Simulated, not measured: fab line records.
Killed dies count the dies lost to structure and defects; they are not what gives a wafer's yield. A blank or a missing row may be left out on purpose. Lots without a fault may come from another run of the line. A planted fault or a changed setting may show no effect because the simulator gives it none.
A single fault, viewed from 2 desks / flow sky130 / each desk holds nothing but its own numbers, with what lay behind them at the end

FOR THE TOOL OWNER'S DESK: plasma-asher-03
The tool's own readings at SKY_RES_XHIGH_STRIP_08 (strips in O2/N2): means of the sampled wafers that have a number, for each lot that ran on this tool. The brackets show how far a lot's mean lies from the usual mean; more than 4 standard deviations puts the lot out of limits, marked OUT.
Columns: A = drypump-motor-current-A at SKY_RES_XHIGH_STRIP_08, usual 6.0 A; B = oes-product-au at SKY_RES_XHIGH_STRIP_08, usual 0.711 a.u.; C = strip-time-to-endpoint-s at SKY_RES_XHIGH_STRIP_08, usual 14.15 s
lot=L731; first seen here=day 27 16:46; A=6.4; B=0.708; C=14.18
lot=L733; first seen here=day 28 08:16; A=6.2; B=0.710; C=14.19
lot=L734; first seen here=day 28 09:16; A=6.2; B=0.712; C=14.10
lot=L735; first seen here=day 29 06:19; A=6.4; B=0.712; C=14.20
lot=L737; first seen here=day 30 06:01; A=6.2; B=0.706; C=14.17
lot=L739; first seen here=day 30 11:44; A=6.2; B=0.708; C=14.09
lot=L741; first seen here=day 31 02:31; A=6.4; B=0.715; C=14.22
lot=L744; first seen here=day 31 16:04; A=6.2; B=0.706; C=14.13
lot=L745; first seen here=day 31 22:29; A=6.4; B=0.710; C=14.13
Result from this desk: across the 9 lots, nothing is out of limits.

METROLOGY DESK
Lot by lot, what the gauges showed, no matter which tool ran the lot: averages of those sampled wafers that carry a number. The brackets show how far a lot's mean lies from the usual mean; more than 4 standard deviations puts the lot out of limits, marked OUT.
Columns: A = VIA4_W_RS at SKY_VIA4_RS_MEAS_19, usual 0.2273 ohm/sq; B = PAD_OPEN_BOW at SKY_PAD_OPEN_BOW_MEAS_13, usual 47 um
lot=L730; first seen here=day 43 03:36; A=0.2280; B=41
lot=L731; first seen here=day 43 14:04; A=0.2277; B=45
lot=L732; first seen here=day 44 02:19; A=0.2308; B=37
lot=L733; first seen here=day 44 04:55; A=0.2290; B=47
lot=L734; first seen here=day 44 05:30; A=0.2270; B=57
lot=L735; first seen here=day 44 18:25; A=0.2290; B=35
lot=L736; first seen here=day 45 09:40; A=0.2290; B=58
lot=L737; first seen here=day 45 14:07; A=0.2250; B=35
lot=L739; first seen here=day 45 20:08; A=0.2259; B=50
lot=L741; first seen here=day 46 08:38; A=0.2287; B=46
lot=L744; first seen here=day 46 14:49; A=0.2293; B=46
lot=L745; first seen here=day 46 23:53; A=0.2259; B=51
lot=L753; first seen here=day 48 15:10; A=0.2284; B=48
Result from this desk: across the 13 lots, nothing is out of limits.

ALL TOGETHER
The desk of the tool owner found nothing out of limits.
Nothing out of limits was seen by the metrology desk.

WHAT THE SIMULATOR PUT IN
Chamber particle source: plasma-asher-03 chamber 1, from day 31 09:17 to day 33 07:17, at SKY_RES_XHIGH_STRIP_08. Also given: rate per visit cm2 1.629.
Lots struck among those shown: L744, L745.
